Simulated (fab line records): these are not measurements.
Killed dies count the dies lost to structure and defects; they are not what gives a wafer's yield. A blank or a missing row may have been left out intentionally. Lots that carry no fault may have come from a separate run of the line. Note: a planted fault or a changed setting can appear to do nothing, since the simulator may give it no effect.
Which tool did it? | flow sky130 | 30 wafers from 10 lots sampled at 7 of the route's 708 steps

## WHAT EACH GAUGE READ, for each wafer
SKY_LDD_P_CD_MEAS_07: the cd target is 380 nm.
lot  | measured     | on       | cdNm (nm)
L826 | day 18 21:07 | cdSem-01 | 380.7 380.3 380.7
L833 | day 21 20:14 | cdSem-01 | 380.9 381.1 380.8
L834 | day 22 02:14 | cdSem-02 | 381.2 383.6 384.3
L836 | day 22 20:20 | cdSem-01 | 379.1 378.4 379.6
L841 | day 24 16:26 | cdSem-01 | 383.0 381.6 382.7
L844 | day 25 10:37 | cdSem-01 | 382.5 380.7 383.2
L843 | day 25 11:04 | cdSem-02 | 380.4 382.5 378.0
L845 | day 25 15:57 | cdSem-02 | 378.4 377.7 378.9
L847 | day 26 22:27 | cdSem-02 | 380.8 380.6 380.5
L849 | day 27 15:27 | cdSem-01 | 378.8 378.1 377.0

SKY_SD_P_TW_MEAS_11.
lot  | measured     | on           | SD_P_TW
L826 | day 25 05:59 | filmMetro-01 | 2846 2833 2831
L833 | day 28 04:05 | filmMetro-04 | 2608 2589 2582
L834 | day 28 09:58 | filmMetro-03 | 2594 2590 2594
L836 | day 29 02:22 | filmMetro-01 | 2608 2604 2592
L841 | day 30 18:28 | filmMetro-04 | 2819 2834 2832
L844 | day 31 12:10 | filmMetro-01 | 2836 2844 2837
L843 | day 31 12:49 | filmMetro-01 | 2863 2845 2852
L845 | day 31 15:41 | filmMetro-01 | 2828 2853 2837
L847 | day 32 20:50 | filmMetro-03 | 2834 2833 2835
L849 | day 33 12:22 | filmMetro-04 | 2814 2825 2817

SKY_RES_XHIGH_TW_MEAS_09.
lot  | measured     | on           | RES_XHIGH_TW
L826 | day 26 11:50 | filmMetro-01 | 1645 1650 1645
L833 | day 29 07:31 | filmMetro-04 | 1638 1629 1640
L834 | day 29 14:02 | filmMetro-04 | 1637 1638 1639
L836 | day 30 06:32 | filmMetro-01 | 1638 1647 1648
L841 | day 31 22:11 | filmMetro-01 | 1655 1646 1654
L844 | day 32 15:35 | filmMetro-04 | 1635 1647 1647
L843 | day 32 15:58 | filmMetro-04 | 1641 1642 1633
L845 | day 32 19:17 | filmMetro-01 | 1649 1641 1648
L847 | day 34 00:14 | filmMetro-04 | 1634 1637 1638
L849 | day 34 15:26 | filmMetro-01 | 1633 1632 1636

SKY_SD_N_RS_MEAS_17: a four-point-probe measurement.
lot  | measured     | on           | SD_P_RS (ohm/sq)
L826 | day 27 17:52 | filmMetro-01 | 147.4 147.4 147.7
L833 | day 30 12:38 | filmMetro-03 | 153.5 154.1 153.9
L834 | day 30 18:44 | filmMetro-01 | 154.0 154.3 153.6
L836 | day 31 11:17 | filmMetro-01 | 154.0 153.7 153.9
L841 | day 33 01:57 | filmMetro-04 | 147.2 146.8 147.2
L844 | day 33 18:40 | filmMetro-01 | 147.4 147.5 147.3
L843 | day 33 19:05 | filmMetro-04 | 147.2 147.0 147.0
L845 | day 33 22:50 | filmMetro-01 | 146.9 146.9 146.3
L847 | day 35 03:53 | filmMetro-01 | 146.9 146.4 147.2
L849 | day 35 18:43 | filmMetro-04 | 146.9 147.1 146.8

## EACH LOT AND THE TOOL THAT RAN IT (in order: tool; ch and the chambers of the sampled wafers; start)
lot  | SKY_SD_P_IMPLANT_09             | SKY_SD_P_STRIP_10                   | SKY_RES_XHIGH_STRIP_08
L826 | implanter-02 ch 0, day 25 05:44 | plasmaAsher-02 ch 1, day 25 05:53   | plasmaAsher-02 ch 0,1, day 26 11:44
L833 | implanter-02 ch 0, day 28 03:50 | plasmaAsher-02 ch 0,1, day 28 03:59 | plasmaAsher-02 ch 1, day 29 07:25
L834 | implanter-02 ch 0, day 28 09:44 | plasmaAsher-04 ch 1, day 28 09:52   | plasmaAsher-01 ch 0,1, day 29 13:55
L836 | implanter-02 ch 0, day 29 02:07 | plasmaAsher-03 ch 0,1, day 29 02:16 | plasmaAsher-02 ch 0,1, day 30 06:26
L841 | implanter-04 ch 0, day 30 18:13 | plasmaAsher-02 ch 0,1, day 30 18:22 | plasmaAsher-03 ch 0,1, day 31 22:05
L844 | implanter-02 ch 0, day 31 11:55 | plasmaAsher-04 ch 0,1, day 31 12:04 | plasmaAsher-02 ch 0,1, day 32 15:29
L843 | implanter-02 ch 0, day 31 12:34 | plasmaAsher-04 ch 0,1, day 31 12:43 | plasmaAsher-02 ch 0,1, day 32 15:52
L845 | implanter-04 ch 0, day 31 15:27 | plasmaAsher-02 ch 0,1, day 31 15:35 | plasmaAsher-01 ch 0,1, day 32 19:11
L847 | implanter-02 ch 0, day 32 20:36 | plasmaAsher-02 ch 0,1, day 32 20:44 | plasmaAsher-02 ch 1, day 34 00:07
L849 | implanter-04 ch 0, day 33 12:08 | plasmaAsher-02 ch 0,1, day 33 12:16 | plasmaAsher-03 ch 0,1, day 34 15:19
- SKY_SD_P_IMPLANT_09
- SKY_SD_P_STRIP_10: strips in O2/N2.
- SKY_RES_XHIGH_STRIP_08: strips in O2/N2.

## AS READ BY THE TOOLS THEMSELVES (means over the sampled wafers that have a number; for cases with no such wafer, the mark the record gives instead)
SKY_SD_P_IMPLANT_09.
lot  | tool         | beamOnS (s) | doseIonsCm2 | faradayCurrentUA
L826 | implanter-02 | 13.9        | 2.9998e+15  | 11762
L833 | implanter-02 | 9.8         | 1.9980e+15  | 11162
L834 | implanter-02 | 10.1        | 1.9971e+15  | 10831
L836 | implanter-02 | 10.2        | 1.9994e+15  | 10771
L841 | implanter-04 | 13.9        | 3.0023e+15  | 11746
L844 | implanter-02 | 14.0        | 2.9977e+15  | 11738
L843 | implanter-02 | 14.0        | 3.0003e+15  | 11658
L845 | implanter-04 | 13.7        | 2.9992e+15  | 11893
L847 | implanter-02 | 13.7        | 3.0032e+15  | 12007
L849 | implanter-04 | 14.2        | 3.0048e+15  | 11574

SKY_SD_P_STRIP_10.
lot  | tool           | chamberPressureMTorr (mTorr) | drypumpMotorCurrentA (A) | oesProductAu (a.u.) | stripTimeToEndpointS (s)
L826 | plasmaAsher-02 | 1498.5                       | 5.6                      | 0.615               | 17.52
L833 | plasmaAsher-02 | 1500.6                       | 6.1                      | 0.631               | 16.80
L834 | plasmaAsher-04 | 1499.8                       | 4.7                      | 0.638               | 16.80
L836 | plasmaAsher-03 | 1498.9                       | 5.4                      | 0.635               | 16.65
L841 | plasmaAsher-02 | 1499.6                       | 5.8                      | 0.614               | 17.51
L844 | plasmaAsher-04 | 1500.0                       | 5.1                      | 0.618               | 17.47
L843 | plasmaAsher-04 | 1499.4                       | 5.1                      | 0.616               | 17.48
L845 | plasmaAsher-02 | 1499.6                       | 6.1                      | 0.615               | 17.49
L847 | plasmaAsher-02 | 1498.9                       | 5.8                      | 0.619               | 17.47
L849 | plasmaAsher-02 | 1498.5                       | 5.8                      | 0.620               | 17.52

SKY_RES_XHIGH_STRIP_08.
lot  | tool           | chamberPressureMTorr (mTorr) | drypumpMotorCurrentA (A) | oesProductAu (a.u.) | stripTimeToEndpointS (s)
L826 | plasmaAsher-02 | 1501.5                       | 6.1                      | 0.712               | 14.21
L833 | plasmaAsher-02 | 1499.1                       | 5.6                      | 0.710               | 14.32
L834 | plasmaAsher-01 | 1499.9                       | 5.0                      | 0.711               | 14.27
L836 | plasmaAsher-02 | 1500.4                       | 5.8                      | 0.712               | 14.30
L841 | plasmaAsher-03 | 1500.7                       | 5.5                      | 0.709               | 14.19
L844 | plasmaAsher-02 | 1500.3                       | 6.1                      | 0.712               | 14.21
L843 | plasmaAsher-02 | 1500.4                       | 6.1                      | 0.710               | 14.25
L845 | plasmaAsher-01 | 1501.3                       | 5.0                      | 0.716               | 14.29
L847 | plasmaAsher-02 | 1501.1                       | 5.6                      | 0.713               | 14.18
L849 | plasmaAsher-03 | 1498.9                       | 5.4                      | 0.713               | 14.25

## THE ANSWER, worked out from the rows above alone
Rule: what is usual is taken from the lots themselves. Put in order of their means at a reading, lots are off if they are a third of the lots or fewer, leave a main group of 4 or more, and stand apart from it by a gap of 3 or more times the standard deviation of the main group's means; of several such gaps the widest counts. The tables above print the reading to a certain number of digits; a main group whose means all agree to those digits is not used. Also off: a lot with no number at a reading for which 4 or more lots have one. All remaining lots with rows at the step are treated as sound. After the gauges, taken in route order, come the tools' own readings; for these a lot's mean is taken, as printed above. At the first step where some lot is off, the reading lying furthest off is the one used; lots without a number count as furthest.
Off: L833, L834, L836, seen at SKY_SD_P_TW_MEAS_11 (SD_P_TW). The main group has a mean of 2836 with a standard deviation of 9.9.
A tool fits if, at a process step before that reading, it ran every lot that is off, and no sound lot after the first of them. Not tried: the gauges at SKY_SD_P_TW_MEAS_11; whatever is off there is also off at SKY_SD_P_IMPLANT_09, on other tools, and gauge error can't account for it. Of those tried, none fits.

## WHAT THE SIMULATOR PUT IN
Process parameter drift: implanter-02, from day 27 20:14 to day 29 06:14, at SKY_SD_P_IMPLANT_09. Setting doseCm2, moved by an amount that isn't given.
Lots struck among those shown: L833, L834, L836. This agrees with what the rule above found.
